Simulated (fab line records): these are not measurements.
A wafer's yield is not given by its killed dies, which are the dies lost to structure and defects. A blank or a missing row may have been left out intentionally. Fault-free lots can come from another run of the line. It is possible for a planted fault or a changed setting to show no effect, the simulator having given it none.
Check for tools in common || flow gf180mcu || Lots sampled 13, wafers sampled 39

== REASON IT WAS OPENED ==
On 1 of the 13 lots, a flag is raised at GF_M2_CD_MEAS_14 on the reading cd-nm. Fault-free wafers read 279.4 nm, with a standard deviation of 1.2.
Rule: a lot is flagged when every wafer of it that has a number lies more than 4 standard deviations from that mean, or none has a number. The other lots count as sound.

{"lot": "L390", "measured": "day 19 01:07", "on": "cd-sem-02", "cd-nm (nm), wafer by wafer": "278.6 278.8 278.8", "flag": ""}
{"lot": "L391", "measured": "day 19 16:02", "on": "cd-sem-02", "cd-nm (nm), wafer by wafer": "279.5 280.4 280.2", "flag": ""}
{"lot": "L392", "measured": "day 20 00:07", "on": "cd-sem-01", "cd-nm (nm), wafer by wafer": "277.7 278.3 277.7", "flag": ""}
{"lot": "L393", "measured": "day 20 09:07", "on": "cd-sem-01", "cd-nm (nm), wafer by wafer": "281.5 279.7 280.5", "flag": ""}
{"lot": "L395", "measured": "day 21 07:06", "on": "cd-sem-02", "cd-nm (nm), wafer by wafer": "281.5 280.2 279.9", "flag": ""}
{"lot": "L397", "measured": "day 22 01:41", "on": "cd-sem-02", "cd-nm (nm), wafer by wafer": "279.9 280.2 280.1", "flag": ""}
{"lot": "L398", "measured": "day 22 07:07", "on": "cd-sem-02", "cd-nm (nm), wafer by wafer": "277.7 278.3 277.8", "flag": ""}
{"lot": "L399", "measured": "day 22 22:43", "on": "cd-sem-02", "cd-nm (nm), wafer by wafer": "277.6 279.1 278.5", "flag": ""}
{"lot": "L400", "measured": "day 23 00:19", "on": "cd-sem-01", "cd-nm (nm), wafer by wafer": "278.3 278.5 278.3", "flag": ""}
{"lot": "L408", "measured": "day 25 19:07", "on": "cd-sem-02", "cd-nm (nm), wafer by wafer": "262.2 273.6 266.6", "flag": "FLAGGED"}
{"lot": "L410", "measured": "day 26 06:14", "on": "cd-sem-01", "cd-nm (nm), wafer by wafer": "279.6 278.0 280.5", "flag": ""}
{"lot": "L409", "measured": "day 26 07:43", "on": "cd-sem-02", "cd-nm (nm), wafer by wafer": "280.4 281.7 280.7", "flag": ""}
{"lot": "L412", "measured": "day 26 20:13", "on": "cd-sem-02", "cd-nm (nm), wafer by wafer": "280.3 280.1 280.5", "flag": ""}
The numbers of the flagged lots are 267.5 nm on average: -11.9 nm against the usual, or -10 standard deviations.

== WHICH TOOL RAN EACH LOT ==
The record holds 1 process step before the reading, out of a route of 602 steps. In each cell: the tool, then ch and the chambers that the sampled wafers went through, then the start.
{"lot": "L390", "flag": "", "GF_M2_EXPOSE_11": "krf-scanner-02 ch 0, day 18 13:00"}
{"lot": "L391", "flag": "", "GF_M2_EXPOSE_11": "krf-scanner-02 ch 0, day 19 03:52"}
{"lot": "L392", "flag": "", "GF_M2_EXPOSE_11": "krf-scanner-01 ch 0, day 19 12:14"}
{"lot": "L393", "flag": "", "GF_M2_EXPOSE_11": "krf-scanner-01 ch 0, day 19 21:39"}
{"lot": "L395", "flag": "", "GF_M2_EXPOSE_11": "krf-scanner-01 ch 0, day 20 20:27"}
{"lot": "L397", "flag": "", "GF_M2_EXPOSE_11": "krf-scanner-02 ch 0, day 21 14:25"}
{"lot": "L398", "flag": "", "GF_M2_EXPOSE_11": "krf-scanner-01 ch 0, day 21 19:53"}
{"lot": "L399", "flag": "", "GF_M2_EXPOSE_11": "krf-scanner-02 ch 0, day 22 10:29"}
{"lot": "L400", "flag": "", "GF_M2_EXPOSE_11": "krf-scanner-02 ch 0, day 22 13:01"}
{"lot": "L408", "flag": "FLAGGED", "GF_M2_EXPOSE_11": "krf-scanner-01 ch 0, day 25 08:37"}
{"lot": "L410", "flag": "", "GF_M2_EXPOSE_11": "krf-scanner-02 ch 0, day 25 20:34"}
{"lot": "L409", "flag": "", "GF_M2_EXPOSE_11": "krf-scanner-02 ch 0, day 25 22:20"}
{"lot": "L412", "flag": "", "GF_M2_EXPOSE_11": "krf-scanner-02 ch 0, day 26 09:53"}
These steps, and what they do:
- GF_M2_EXPOSE_11: exposes mask Metal2, target cd 280 nm.
- GF_M2_CD_MEAS_14: target cd 280 nm.

== FLAGGED OVER TOTAL, TOOL BY TOOL (the gauges that took the reading come last) ==
{"step": "GF_M2_EXPOSE_11", "tool": "krf-scanner-01", "lots run": 5, "flagged": 1, "share of the flagged lots": "all", "sound lots run after its first flagged lot": 0}
{"step": "GF_M2_EXPOSE_11", "tool": "krf-scanner-02", "lots run": 8, "flagged": 0, "share of the flagged lots": "none", "sound lots run after its first flagged lot": "-"}
{"step": "GF_M2_CD_MEAS_14", "tool": "cd-sem-01", "lots run": 4, "flagged": 0, "share of the flagged lots": "none", "sound lots run after its first flagged lot": "-"}
{"step": "GF_M2_CD_MEAS_14", "tool": "cd-sem-02", "lots run": 9, "flagged": 1, "share of the flagged lots": "all", "sound lots run after its first flagged lot": "2 (L409,L412)"}

== WHAT IS ALLOWED BY THE TABLE ==
Rows of the table that ran all the flagged lots, 2 in number: krf-scanner-01 at GF_M2_EXPOSE_11; cd-sem-02 at GF_M2_CD_MEAS_14.
- krf-scanner-01 at GF_M2_EXPOSE_11: 1 of its 5 lots flagged. Last sound lot L398 at day 21 19:53, first flagged lot L408 at day 25 08:37; a fault beginning in between fits. Its own readings (exposure-dose-mJ-cm2) fall more than 4 standard deviations out on all wafers of the flagged lots.
- cd-sem-02 at GF_M2_CD_MEAS_14: 1 of its 9 lots flagged. Sound lots followed the first flagged one (L409, L412) on it, something a lasting fault affecting the whole tool could not allow.
Just one tool remains: krf-scanner-01 at GF_M2_EXPOSE_11.

== WHAT THE SIMULATOR HAD INSERTED ==
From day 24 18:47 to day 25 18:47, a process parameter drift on krf-scanner-01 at GF_M2_EXPOSE_11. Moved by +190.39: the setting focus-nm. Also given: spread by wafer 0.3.
Lots struck among those shown: L408. Same finding as the rule above.
